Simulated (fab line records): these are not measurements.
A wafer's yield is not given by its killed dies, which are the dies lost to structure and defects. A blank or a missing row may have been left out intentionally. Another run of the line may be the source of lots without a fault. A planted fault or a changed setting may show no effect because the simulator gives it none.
fab line records    flow sky130
record: lots: 5  wafers: 15  last_day: 50
route steps=708 shown METAL1@434 PAD_OPEN@708
lots that met no fault: taken from a fault-free run of the same line
start_h: hours from the record's opening day to when the first of the lot's shown wafers began    wait_h: how many hours have passed since the lot's step before this one    " identical to the entry in the row above    L1.1+2: a single row standing in for several wafers    - value missing, or start not given    * or withheld: withheld    < > ~ a bound
route shown NAME@n: names a module that has steps shown in the file, with the first one's number in the route    usual: mean/standard deviation taken from wafers without a fault    same: alike in all rows    chamber/n: place in a boat    sites: readings site by site    _std_site: how widely they spread, as a standard deviation    _edge_site: outer sites' mean less inner sites'    radius_mm: for every site, how far away it sits from the centre of the wafer    mask NAME#n: copy n    behind: the tool/chamber that last shaped the wafer    hold: why the lot was held/for how many hours/how that ended    device: the n, p or np transistor that did not switch    end of line: tests of these same wafers at the route's end    a step given without rows: its recipe and nothing more    killed: count of dies lost to structure and defects at first sort (not the wafer's yield)    map: a wafer's dies, marking killed ones x, the rest . and places with no die _
set.NAME: the setting the step ran with; set.NAME@STEP: the setting that earlier step ran with    model.NAME: the simulator's own value behind a step, which no gauge read
certain route steps with their lots: each step a table, each wafer a row
services: from which hour (start_h, from the record's first day; less than 0 if before it) a tool's chamber was out of use, for how many hours, and why
== steps ==
step: SKY_METAL1_SPUTTER_00
recipe: material: Ti  target_thk_nm: 15  power_w: 3000  time_s: 10  chamber_pressure_pa: 0.4059
step: SKY_METAL1_SPUTTER_01
recipe: material: TiN  target_thk_nm: 20  power_w: 6500  time_s: 16.7  chamber_pressure_pa: 0.4
usual: throttle_valve_pct: 29.5/0.92
lot.wafer  tool            chamber  start_h  wait_h  throttle_valve_pct
L300.2     pvd_sputter-03  -        744.99   0.0     30.5
L300.3     "               -        "        "       29.4
L300.5     "               -        "        "       30.8
L308.3     pvd_sputter-04  -        819.02   0.0     29.6
L308.5     "               -        "        "       29.5
L308.6     "               -        "        "       29.9
L315.3     pvd_sputter-03  -        859.52   0.0     29.4
L315.4     "               -        "        "       31.1
L315.6     "               -        "        "       30.6
L316.1     pvd_sputter-01  -        876.83   0.0     29.6
L316.3     "               -        "        "       27.9
L316.5     "               -        "        "       29.1
L321.3     pvd_sputter-04  -        899.95   0.0     30.0
L321.5     "               -        "        "       30.2
L321.6     "               -        "        "       29.5
step: SKY_METAL1_SPUTTER_02
recipe: material: AlCu  target_thk_nm: 250  power_w: 10600  time_s: 13.3  chamber_pressure_pa: 0.4
step: SKY_METAL1_SPUTTER_03
recipe: material: Ti  target_thk_nm: 5  power_w: 3000  time_s: 3.3  chamber_pressure_pa: 0.4
usual: throttle_valve_pct: 29.5/0.92
lot.wafer  tool            chamber  start_h  wait_h  throttle_valve_pct
L300.2     pvd_sputter-03  -        745.04   0.0     30.7
L300.3     "               -        "        "       29.6
L300.5     "               -        "        "       30.8
L308.3     pvd_sputter-04  -        819.07   0.0     29.3
L308.5     "               -        "        "       29.1
L308.6     "               -        "        "       30.4
L315.3     pvd_sputter-03  -        859.57   0.0     29.8
L315.4     "               -        "        "       30.6
L315.6     "               -        "        "       30.8
L316.1     pvd_sputter-01  -        876.88   0.0     29.2
L316.3     "               -        "        "       27.8
L316.5     "               -        "        "       29.4
L321.3     pvd_sputter-04  -        900.00   0.0     29.9
L321.5     "               -        "        "       30.2
L321.6     "               -        "        "       29.3
step: SKY_METAL1_SPUTTER_04
recipe: material: TiN  target_thk_nm: 70  power_w: 6500  time_s: 58.3  chamber_pressure_pa: 0.4
usual: throttle_valve_pct: 29.5/0.93
lot.wafer  tool            chamber  start_h  wait_h  throttle_valve_pct
L300.2     pvd_sputter-03  -        745.06   0.0     30.6
L300.3     "               -        "        "       29.7
L300.5     "               -        "        "       30.8
L308.3     pvd_sputter-04  -        819.09   0.0     29.4
L308.5     "               -        "        "       29.3
L308.6     "               -        "        "       30.1
L315.3     pvd_sputter-03  -        859.59   0.0     29.6
L315.4     "               -        "        "       30.6
L315.6     "               -        "        "       30.7
L316.1     pvd_sputter-01  -        876.90   0.0     29.3
L316.3     "               -        "        "       27.6
L316.5     "               -        "        "       29.2
L321.3     pvd_sputter-04  -        900.02   0.0     29.8
L321.5     "               -        "        "       30.0
L321.6     "               -        "        "       29.2
step: SKY_METAL1_RS_MEAS_05
recipe: thk_meas_gauge: four-point-probe  reads: TiN_of_METAL1_SPUTTER_04+Ti_of_METAL1_SPUTTER_03+AlCu_of_METAL1_SPUTTER_02+TiN_of_METAL1_SPUTTER_01+Ti_of_METAL1_SPUTTER_00
usual: METAL1_ALCU_RS: 0.1268/0.0013
lot.wafer  tool           chamber  start_h  wait_h  METAL1_ALCU_RS[ohm/sq]
L300.2     film_metro-04  -        745.13   0.0     0.1297
L300.3     "              -        "        "       0.1280
L300.5     "              -        "        "       0.1281
L308.3     film_metro-03  -        819.18   0.1     0.1271
L308.5     "              -        "        "       0.1265
L308.6     "              -        "        "       0.1274
L315.3     film_metro-04  -        859.68   0.1     0.1261
L315.4     "              -        "        "       0.1283
L315.6     "              -        "        "       0.1273
L316.1     film_metro-02  -        876.95   0.0     0.1272
L316.3     "              -        "        "       0.1273
L316.5     "              -        "        "       0.1268
L321.3     film_metro-02  -        900.11   0.1     0.1270
L321.5     "              -        "        "       0.1263
L321.6     "              -        "        "       0.1262
step: SKY_METAL1_THK_MEAS_06
recipe: thk_meas_gauge: xrf  reads: AlCu_of_METAL1_SPUTTER_02
usual: METAL1_ALCU_THK: 252.8/2.5
lot.wafer  tool           chamber  start_h  wait_h  METAL1_ALCU_THK[nm]
L300.2     film_metro-04  -        745.24   0.1     247.8
L300.3     "              -        "        "       249.6
L300.5     "              -        "        "       250.8
L308.3     film_metro-03  -        819.28   0.1     251.1
L308.5     "              -        "        "       255.1
L308.6     "              -        "        "       252.1
L315.3     film_metro-04  -        859.78   0.1     253.8
L315.4     "              -        "        "       249.8
L315.6     "              -        "        "       251.7
L316.1     film_metro-02  -        877.07   0.1     251.3
L316.3     "              -        "        "       250.8
L316.5     "              -        "        "       253.3
L321.3     film_metro-02  -        900.21   0.1     252.6
L321.5     "              -        "        "       253.4
L321.6     "              -        "        "       252.6
step: SKY_METAL1_DEHYDRATE_07
recipe: temp_c: 200  time_s: 60
step: SKY_METAL1_HMDS_08
recipe: prime_time_s: 60  prime_temp_c: 120
step: SKY_METAL1_COAT_09
recipe: resist: BARC  temp_c: withheld  time_s: withheld  spin_rpm: 3000  resist_thk_nm: 60
step: SKY_METAL1_COAT_10
recipe: resist: KrF-thick  spin_rpm: 3000  resist_thk_nm: 450
step: SKY_METAL1_SOFTBAKE_11
recipe: temp_c: 100  time_s: 90  resist: KrF-thick
step: SKY_METAL1_EXPOSE_12
recipe: mask_id: MM1  na: 0.8  source_shape: annular  sigma_inner: 0.55  sigma_outer: 0.85  target_cd_nm: 140  dose_mj: 28
usual: exposure_dose_mJ_cm2: 28.00/0.03  reticle_temp_C: 23.00/0.11  stage_vel_mm_s: 500.03/0.23
lot.wafer  tool            chamber  start_h  wait_h  mask   exposure_dose_mJ_cm2  reticle_temp_C  stage_vel_mm_s
L300.2     krf_scanner-01  0        759.27   -       MM1#0  28.03                 23.09           499.52
L300.3     "               0        "        "       MM1#0  28.02                 22.98           499.83
L300.5     "               0        "        "       MM1#0  28.03                 23.15           499.83
L308.3     krf_scanner-01  0        832.51   -       MM1#0  27.03                 23.08           499.72
L308.5     "               0        "        "       MM1#0  27.07                 22.97           499.53
L308.6     "               0        "        "       MM1#0  27.09                 23.00           499.94
L315.3     krf_scanner-02  0        872.56   -       MM1#0  27.98                 22.95           500.09
L315.4     "               0        "        "       MM1#0  27.98                 22.83           500.03
L315.6     "               0        "        "       MM1#0  28.03                 23.05           500.47
L316.1     krf_scanner-02  0        890.53   -       MM1#0  28.02                 23.02           499.92
L316.3     "               0        "        "       MM1#0  28.00                 22.96           499.90
L316.5     "               0        "        "       MM1#0  28.01                 23.05           499.92
L321.3     krf_scanner-02  0        913.34   -       MM1#0  28.03                 23.12           500.22
L321.5     "               0        "        "       MM1#0  28.08                 23.13           500.24
L321.6     "               0        "        "       MM1#0  28.05                 23.18           499.89
step: SKY_METAL1_PEB_13
recipe: peb_temp_c: withheld  peb_time_s: withheld  resist: KrF-thick
step: SKY_METAL1_DEVELOP_14
recipe: develop_time_s: 60  resist: KrF-thick  dev_temp_c: 21
step: SKY_METAL1_CD_MEAS_15
recipe: target_cd_nm: 140
usual: cd_nm: 140.0/1.9
lot.wafer  tool       chamber  start_h  wait_h  cd_nm
L300.2     cd_sem-01  -        771.96   -       141.8
L300.3     "          -        "        "       141.7
L300.5     "          -        "        "       142.7
L308.3     cd_sem-01  -        845.49   -       105.9
L308.5     "          -        "        "       123.1
L308.6     "          -        "        "       126.1
L315.3     cd_sem-01  -        885.49   -       139.7
L315.4     "          -        "        "       139.3
L315.6     "          -        "        "       138.2
L316.1     cd_sem-01  -        902.95   -       137.0
L316.3     "          -        "        "       136.3
L316.5     "          -        "        "       136.8
L321.3     cd_sem-01  -        924.59   -       138.5
L321.5     "          -        "        "       140.3
L321.6     "          -        "        "       139.8
step: SKY_METAL1_OVL_MEAS_16
usual: METAL1_OVL: -3/6
lot.wafer  tool        chamber  start_h  wait_h  METAL1_OVL[nm]
L300.2     overlay-01  -        772.07   0.1     3
L300.3     "           -        "        "       8
L300.5     "           -        "        "       8
L308.3     overlay-02  -        845.58   0.1     -7
L308.5     "           -        "        "       -5
L308.6     "           -        "        "       -3
L315.3     overlay-02  -        885.58   0.1     -5
L315.4     "           -        "        "       6
L315.6     "           -        "        "       3
L316.1     overlay-01  -        903.07   0.1     12
L316.3     "           -        "        "       17
L316.5     "           -        "        "       12
L321.3     overlay-01  -        924.68   0.1     -9
L321.5     "           -        "        "       -7
L321.6     "           -        "        "       -23
step: SKY_METAL1_DESCUM_17
recipe: chemistry: O2  source_power_w: 150  bias_power_w: 0  pressure_mtorr: 10  temp_c: 40  time_s: 8
usual: drypump_motor_current_A: 5.93/0.29  oes_product_au: 0.996/0.011
lot.wafer  tool          chamber  start_h  wait_h  drypump_motor_current_A  oes_product_au  rf_hours_counter_h  model.METAL1.cd_nm
L300.2     rie_metal-01  0        772.10   0.0     5.75                     1.013           14                  141.7
L300.3     "             0        "        "       5.73                     1.015           -                   141.5
L300.5     "             0        "        "       5.77                     1.000           -                   142.3
L308.3     rie_metal-01  0        845.62   0.0     5.80                     1.005           -                   105.8
L308.5     "             0        "        "       5.82                     1.003           -                   123.3
L308.6     "             1        "        "       5.67                     1.000           -                   126.7
L315.3     rie_metal-04  1        885.61   0.0     6.31                     0.980           -                   139.6
L315.4     "             0        "        "       5.86                     1.001           -                   139.4
L315.6     "             0        "        "       5.84                     1.000           -                   138.1
L316.1     rie_metal-02  1        903.10   0.0     6.37                     1.009           3                   137.2
L316.3     "             0        "        "       5.71                     0.999           -                   136.5
L316.5     "             0        "        "       5.64                     0.997           -                   136.7
L321.3     rie_metal-02  0        924.72   0.0     5.68                     0.996           -                   138.4
L321.5     "             0        "        "       5.64                     0.993           -                   140.4
L321.6     "             1        "        "       6.35                     0.995           -                   140.2
step: SKY_METAL1_ETCH_18
recipe: chemistry: N2/H2  target: BARC  ion_energy_ev: 200  bias_w: 100  pressure_mtorr: 30  n2_flow_sccm: 100  h2_flow_sccm: 200  icp_w: 500  stop_on: SiO2  time_s: 45.9  target_depth_a: 600
usual: drypump_motor_current_A: 5.94/0.29  oes_product_au: 0.855/0.0045  throttle_valve_pct: 13.225/0.0097
lot.wafer  tool          chamber  start_h  wait_h  drypump_motor_current_A  oes_product_au  rf_hours_counter_h  throttle_valve_pct
L300.2     rie_metal-01  0        772.13   0.0     5.80                     0.850           14                  13.221
L300.3     "             0        "        "       5.81                     0.861           -                   13.236
L300.5     "             0        "        "       5.79                     0.858           -                   13.204
L308.3     rie_metal-01  0        845.66   0.0     5.80                     0.851           -                   13.218
L308.5     "             0        "        "       5.81                     0.863           -                   13.241
L308.6     "             1        "        "       5.64                     0.861           -                   13.224
L315.3     rie_metal-04  1        885.65   0.0     6.33                     0.857           -                   13.239
L315.4     "             0        "        "       5.85                     0.851           -                   13.220
L315.6     "             0        "        "       5.88                     0.853           -                   13.238
L316.1     rie_metal-02  1        903.13   0.0     6.37                     0.855           3                   13.235
L316.3     "             0        "        "       5.63                     0.857           -                   13.244
L316.5     "             0        "        "       5.63                     0.854           -                   13.239
L321.3     rie_metal-02  0        924.76   0.0     5.68                     0.855           -                   13.227
L321.5     "             0        "        "       5.67                     0.855           -                   13.232
L321.6     "             1        "        "       6.37                     0.853           -                   13.224
step: SKY_METAL1_METAL_ETCH_19
recipe: target_depth_a: 3600  stop_on: SiO2  over_etch_frac: 0.3  time_s: 78  chemistry: Cl2/BCl3  resist_sidewall_deg: 88  pressure_mtorr: 10  icp_w: 900  bias_w: 48.5  Cl2_flow_sccm: 60  bcl3_flow_sccm: 30
usual: drypump_motor_current_A: 5.93/0.29  mfc_cl2_sccm: 60.03/0.19  oes_product_au: 0.854/0.0057  throttle_valve_pct: 22.265/0.0092
lot.wafer  tool          chamber  start_h  wait_h  drypump_motor_current_A  mfc_cl2_sccm  oes_product_au  rf_hours_counter_h  throttle_valve_pct  model.METAL1.cd_nm
L300.2     rie_metal-01  0        772.20   0.0     5.80                     60.22         0.842           14                  22.260              137.4
L300.3     "             0        "        "       5.80                     60.06         0.859           -                   22.262              137.5
L300.5     "             0        "        "       5.79                     60.20         0.848           -                   22.277              137
L308.3     rie_metal-01  0        845.73   0.1     5.76                     59.93         0.850           -                   22.263              104.2
L308.5     "             0        "        "       5.80                     60.00         0.850           -                   22.256              120.7
L308.6     "             1        "        "       5.68                     60.27         0.853           -                   22.263              129.2
L315.3     rie_metal-04  1        885.73   0.1     6.31                     59.75         0.862           -                   22.280              135.2
L315.4     "             0        "        "       5.87                     59.74         0.841           -                   22.256              137.3
L315.6     "             0        "        "       5.89                     59.92         0.858           -                   22.263              135.4
L316.1     rie_metal-02  1        903.20   0.0     6.38                     60.16         0.848           3                   22.257              137.2
L316.3     "             0        "        "       5.61                     60.14         0.857           -                   22.272              132.7
L316.5     "             0        "        "       5.68                     60.22         0.849           -                   22.279              132.7
L321.3     rie_metal-02  0        924.83   0.1     5.65                     60.41         0.861           -                   22.256              134.5
L321.5     "             0        "        "       5.59                     60.17         0.853           -                   22.281              137.3
L321.6     "             1        "        "       6.36                     60.18         0.861           -                   22.260              140.1
step: SKY_METAL1_STRIP_20
recipe: chemistry: O2/N2  power_w: 1400  pressure_mtorr: 1500  platen_temp_c: withheld  o2_flow_sccm: 3000  n2_flow_sccm: 300  overash_fraction: 0.5
usual: drypump_motor_current_A: 5.7/0.34  oes_product_au: 0.344/0.0045  strip_time_to_endpoint_s: 2.71/0.053
lot.wafer  tool             chamber  start_h  wait_h  drypump_motor_current_A  oes_product_au  rf_hours_counter_h  strip_time_to_endpoint_s
L300.2     plasma_asher-04  1        772.29   0.1     5.7                      0.337           95                  2.67
L300.3     "                1        "        "       5.7                      0.346           -                   2.67
L300.5     "                1        "        "       5.7                      0.341           -                   2.65
L308.3     plasma_asher-03  1        845.82   0.1     6.2                      0.346           -                   2.66
L308.5     "                0        "        "       5.9                      0.348           -                   2.69
L308.6     "                1        "        "       6.1                      0.341           -                   2.66
L315.3     plasma_asher-03  1        885.82   0.1     6.1                      0.338           -                   2.80
L315.4     "                0        "        "       5.9                      0.341           -                   2.70
L315.6     "                0        "        "       5.9                      0.343           -                   2.67
L316.1     plasma_asher-03  1        903.29   0.1     6.1                      0.341           16                  2.66
L316.3     "                1        "        "       6.1                      0.347           -                   2.71
L316.5     "                1        "        "       6.1                      0.349           -                   2.71
L321.3     plasma_asher-04  1        924.92   0.1     5.7                      0.337           -                   2.76
L321.5     "                0        "        "       5.3                      0.343           -                   2.75
L321.6     "                1        "        "       5.7                      0.341           -                   2.68
step: SKY_PAD_OPEN_PROBE_99
usual: defect_limited_yield: 82.9/1.9  killed_at_M0_to_M3: 42/6.3  killed_at_M4_up: 2.8/1.9  killed_at_contacts: 23/5.3  killed_at_front_end: 16/4.3  killed_at_other: 0.2/0.51  killed_dies: 84/9.3  killed_on_rim: 16/4.2  killed_open: 46/7.6  killed_short: 38/6.3  sort_bin_3_pad_short: 0.8/0.41  sort_bin_5_function: 10.0/1.4  sort_bin_6_memory: 6.2/1.1  sort_n_pass: 408/9.3  sort_yield_pct: 82.9/1.9
same: gross_dies: 492  killed_at_back_side: 0  sort_bin_4_leakage[%]: 0  sort_bin_8_speed[%]: 0
lot.wafer  tool       chamber  start_h  wait_h  defect_limited_yield[%]  killed_at_M0_to_M3  killed_at_M4_up  killed_at_contacts  killed_at_front_end  killed_at_other  killed_dies  killed_on_rim  killed_open  killed_short  sort_bin_3_pad_short[%]  sort_bin_5_function[%]  sort_bin_6_memory[%]  sort_n_pass  sort_yield_pct[%]
L300.2     prober-02  -        1085.05  0.1     83.7                     38                  1                21                  18                   2                80           15             47           33            0.6                      8.5                     7.1                   412          83.7
L300.3     prober-02  -        1085.10  0.2     81.7                     45                  3                33                  9                    0                90           24             52           38            0.4                      11.0                    6.9                   402          81.7
L300.5     prober-02  -        1085.20  0.2     78.9                     50                  4                24                  26                   0                104          15             56           48            1.2                      12.8                    7.1                   388          78.9
L308.3     prober-01  -        1139.82  0.2     0.6                      444                 5                26                  14                   0                489          93             54           37            1.0                      90.9                    7.5                   3            0.6
L308.5     prober-01  -        1139.92  0.2     73.2                     90                  1                26                  13                   2                132          16             45           33            0.6                      19.9                    6.3                   360          73.2
L308.6     prober-01  -        1139.97  0.2     81.7                     39                  3                27                  19                   2                90           17             55           35            0.6                      12.2                    5.5                   402          81.7
L315.3     prober-02  -        1175.25  0.2     84.8                     35                  2                21                  17                   0                75           11             40           35            1.0                      10.4                    3.9                   417          84.8
L315.4     prober-02  -        1175.30  0.2     82.7                     48                  4                17                  16                   0                85           16             41           44            1.0                      10.6                    5.7                   407          82.7
L315.6     prober-02  -        1175.40  0.2     83.9                     43                  3                20                  13                   0                79           15             32           47            1.4                      9.1                     5.5                   413          83.9
L316.1     prober-02  -        1177.95  0.1     81.1                     41                  4                30                  18                   0                93           21             50           43            0.4                      11.4                    7.1                   399          81.1
L316.3     prober-02  -        1178.05  0.2     82.3                     43                  2                25                  16                   1                87           19             43           44            0.6                      12.2                    4.9                   405          82.3
L316.5     prober-02  -        1178.15  0.2     86.6                     31                  3                23                  9                    0                66           7              28           38            1.8                      7.5                     4.1                   426          86.6
L321.3     prober-01  -        1196.59  0.2     81.1                     51                  2                17                  23                   0                93           14             52           41            0.6                      10.6                    7.7                   399          81.1
L321.5     prober-01  -        1196.69  0.2     79.9                     36                  0                35                  28                   0                99           22             55           44            1.0                      10.4                    8.7                   393          79.9
L321.6     prober-01  -        1196.74  0.2     78.9                     55                  2                25                  22                   0                104          20             58           46            1.8                      12.2                    7.1                   388          78.9
killed by level:class
L300.2 CONTACT:geometric_particle:open=12 FIELD_ISO:geometric_particle:open=6 METAL3:geometric_particle:short=6 VIA1:geometric_particle:open=6 VIA3:geometric_particle:open=6 METAL2:geometric_particle:short=5 LI_CONTACT:geometric_particle:open=4 CONTACT:geometric_particle:short=4
L300.3 CONTACT:geometric_particle:open=15 VIA1:geometric_particle:open=10 VIA1:geometric_particle:short=6 METAL1:geometric_particle:short=6 VIA3:geometric_particle:open=6 LI_CONTACT:geometric_particle:short=5 VIA2:geometric_particle:open=5 LI_CONTACT:geometric_particle:open=4
L300.5 VIA2:geometric_particle:open=10 CONTACT:geometric_particle:open=9 VIA3:geometric_particle:open=9 FIELD_ISO:geometric_particle:short=7 VIA1:geometric_particle:open=6 POLY_GATE:geometric_particle:open=5 CONTACT:geometric_particle:short=5 METAL1:geometric_particle:short=5
L308.3 METAL1:area_expose=398 VIA1:geometric_particle:open=14 CONTACT:geometric_particle:open=12 LI_CONTACT:geometric_particle:open=8 VIA2:geometric_particle:open=7 METAL2:geometric_particle:short=6 VIA1:geometric_particle:short=5 VIA3:geometric_particle:short=4
L308.5 METAL1:area_expose=54 VIA2:geometric_particle:open=8 CONTACT:geometric_particle:open=7 VIA1:geometric_particle:open=7 LI_CONTACT:geometric_particle:open=6 VIA3:geometric_particle:open=6 CONTACT:geometric_particle:short=5 VIA3:geometric_particle:short=5
L308.6 CONTACT:geometric_particle:open=10 VIA3:geometric_particle:open=9 LI_CONTACT:geometric_particle:open=8 FIELD_ISO:geometric_particle:short=7 FIELD_ISO:geometric_particle:open=6 VIA1:geometric_particle:open=6 VIA1:geometric_particle:short=5 LOCAL_INTERCONNECT:geometric_particle:short=5
L315.3 CONTACT:geometric_particle:open=7 VIA1:geometric_particle:open=7 POLY_GATE:geometric_particle:short=5 LI_CONTACT:geometric_particle:open=5 METAL1:geometric_particle:short=5 VIA3:geometric_particle:open=5 POLY_GATE:geometric_particle:open=4 LI_CONTACT:geometric_particle:short=4
L315.4 METAL1:geometric_particle:short=12 VIA1:geometric_particle:open=11 CONTACT:geometric_particle:open=7 VIA3:geometric_particle:open=6 POLY_GATE:geometric_particle:short=5 LI_CONTACT:geometric_particle:open=4 METAL3:geometric_particle:short=4 VIA2:geometric_particle:short=4
L315.6 VIA1:geometric_particle:open=7 METAL2:geometric_particle:short=7 CONTACT:geometric_particle:open=6 METAL1:geometric_particle:short=6 VIA3:geometric_particle:open=6 POLY_GATE:geometric_particle:short=5 VIA1:geometric_particle:short=5 METAL3:geometric_particle:short=5
L316.1 CONTACT:geometric_particle:open=14 FIELD_ISO:geometric_particle:short=9 VIA2:geometric_particle:open=8 METAL1:geometric_particle:short=8 VIA1:geometric_particle:open=7 LI_CONTACT:geometric_particle:open=5 VIA2:geometric_particle:short=5 LOCAL_INTERCONNECT:geometric_particle:short=4
L316.3 VIA2:geometric_particle:open=8 LI_CONTACT:geometric_particle:open=7 CONTACT:geometric_particle:open=7 METAL2:geometric_particle:short=7 CONTACT:geometric_particle:short=6 FIELD_ISO:geometric_particle:open=5 METAL1:geometric_particle:short=5 VIA3:geometric_particle:open=5
L316.5 VIA1:geometric_particle:open=8 CONTACT:geometric_particle:short=7 CONTACT:geometric_particle:open=5 LI_CONTACT:geometric_particle:short=4 METAL1:geometric_particle:short=4 VIA2:geometric_particle:open=4 VIA3:geometric_particle:short=3 LI_CONTACT:geometric_particle:open=3
L321.3 VIA1:geometric_particle:open=15 CONTACT:geometric_particle:open=9 VIA2:geometric_particle:open=8 FIELD_ISO:geometric_particle:short=6 FIELD_ISO:geometric_particle:open=6 METAL1:geometric_particle:short=6 VIA1:geometric_particle:short=6 VIA3:geometric_particle:open=6
L321.5 CONTACT:geometric_particle:open=23 FIELD_ISO:geometric_particle:short=12 VIA1:geometric_particle:open=7 METAL1:geometric_particle:short=6 VIA1:geometric_particle:short=6 POLY_GATE:geometric_particle:open=5 LI_CONTACT:geometric_particle:open=5 POLY_GATE:geometric_particle:short=4
L321.6 VIA1:geometric_particle:open=14 POLY_GATE:geometric_particle:open=8 CONTACT:geometric_particle:open=8 VIA1:geometric_particle:short=8 LI_CONTACT:geometric_particle:open=7 CONTACT:geometric_particle:short=7 VIA2:geometric_particle:open=7 METAL1:geometric_particle:short=5
map L308.3 (x killed, . not)
__________xxxxxxxxxx_________
________xx.xxxxxxxxxxx_______
______xxxxxxxxxxxxxxxxxx_____
_____xxxxxxxxxxxxxxxxxxxx____
____xxxxxxxxxxxxxxxxxxxxxx___
___xxxxxxxxxxxxxxxxxxxxxxxx__
__xxxxxxxxxxxxxxxxxxxxxxxxxx_
_.xxxxxxxxxxxxxxxxxxxxxxxxxx.
_xxxxxxxxxxxxxxxxxxxxxxxxxxxx
_xxxxxxxxxxxxxxxxxxxxxxxxxxxx
_xxxxxxxxxxxxxxxxxxxxxxxxxxxx
_xxxxxxxxxxxxxxxxxxxxxxxxxxxx
_xxxxxxxxxxxxxxxxxxxxxxxxxxxx
_xxxxxxxxxxxxxxxxxxxxxxxxxxxx
_xxxxxxxxxxxxxxxxxxxxxxxxxxxx
__xxxxxxxxxxxxxxxxxxxxxxxxxx_
___xxxxxxxxxxxxxxxxxxxxxxxx__
____xxxxxxxxxxxxxxxxxxxxxx___
_____xxxxxxxxxxxxxxxxxxxx____
______xxxxxxxxxxxxxxxxxx_____
________xxxxxxxxxxxxxx_______
__________xxxxxxxxxx_________
map L300.5 (x killed, . not)
__________x..x......_________
________.x..x........._______
______...x.x..xx..x....._____
_____...xxxx.......x.....____
____...x..x..xx.....x..x..___
___....xx......x...x.......__
__x....xx..x....x.......x..x_
_....x..............x....xx.x
_.x.x...x..............x.....
_......x........x.xx..x.x....
_.........x...............x..
_.xx.xx.x.....xxx....x....x..
_......x........xx...........
_..x...x.....x....xx......x.x
_..........x.x..x.......x....
__.x...x.x......x.....xx...._
___...x.x....xx...x.xxx....__
____..x....x.....x........___
_____....x.x...x.......x.____
______x.......x.x.x.x.x._____
________..x...x......._______
__________.xx......x_________
== services ==
tool             chamber  start_h  hours  kind
pvd_sputter-01   -        726.56   2.3    repair
krf_scanner-02   -        729.15   1.0    pm
pvd_sputter-01   -        731.12   1.8    repair
plasma_asher-03  -        733.75   9.0    pm
krf_scanner-02   -        744.73   4.0    repair
krf_scanner-02   -        748.70   0.8    pm
krf_scanner-01   -        752.16   4.4    pm
rie_metal-01     -        759.69   1.4    pm
pvd_sputter-04   -        763.74   1.4    repair
pvd_sputter-03   -        764.84   11.0   repair
pvd_sputter-01   -        764.88   0.6    repair
krf_scanner-02   -        766.92   1.3    pm
krf_scanner-01   -        787.17   1.3    pm
pvd_sputter-04   -        792.07   0.6    repair
krf_scanner-01   -        792.36   0.8    repair
rie_metal-04     0        800.38   23.9   repair
rie_metal-01     -        836.05   1.3    repair
rie_metal-04     -        865.16   1.4    pm
plasma_asher-03  -        869.30   0.8    repair
rie_metal-02     0        880.09   9.9    repair
rie_metal-04     -        897.11   2.8    pm
krf_scanner-02   -        898.15   1.0    pm
plasma_asher-03  -        908.75   2.7    repair
krf_scanner-02   -        915.23   0.8    pm
== key ==
first_sign: step: SKY_METAL1_EXPOSE_12  reading: exposure_dose_mJ_cm2  direction: down  sigmas: 31  usual: *  struck: *
effect: step: SKY_METAL1_CD_MEAS_15  reading: cd_nm  direction: down  sigmas: 11  usual: 140.0  struck: 118.4  through: control_loop
effect: step: SKY_PAD_OPEN_PROBE_99  reading: killed_at_M0_to_M3  direction: up  sigmas: 24  usual: 42  struck: 191  wafers_moved: 2
model_effect: step: SKY_METAL1_DESCUM_17  value: METAL1.cd_nm  without: 138.8  struck: 118.6
model_effect: step: SKY_METAL1_METAL_ETCH_19  value: METAL1.cd_nm  without: 138.3  struck: 118
more_kills_born_at: SKY_METAL1_EXPOSE_12@krf_scanner-01: 452
met_at SKY_METAL1_EXPOSE_12
struck_wafers L308.3,L308.5,L308.6
later_rows_left_out L308.3
loop_trim: step: SKY_METAL1_EXPOSE_12  setting: dose  lots: L308
onset_between 759.27 832.51
fault: kind: process_parameter_drift  tool: krf_scanner-01  chamber: -  onset_h: 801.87  steps: SKY_METAL1_EXPOSE_12  channel: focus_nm  offset: 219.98  spread_by_wafer: 0.3  shape: step  end_h: 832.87
later_rows_left_out: the simulator's readings of these wafers behind a module that went badly wrong aren't trusted and aren't shown, but for the sort
loop_trim: a control loop set the setting to another value than it would have without faults
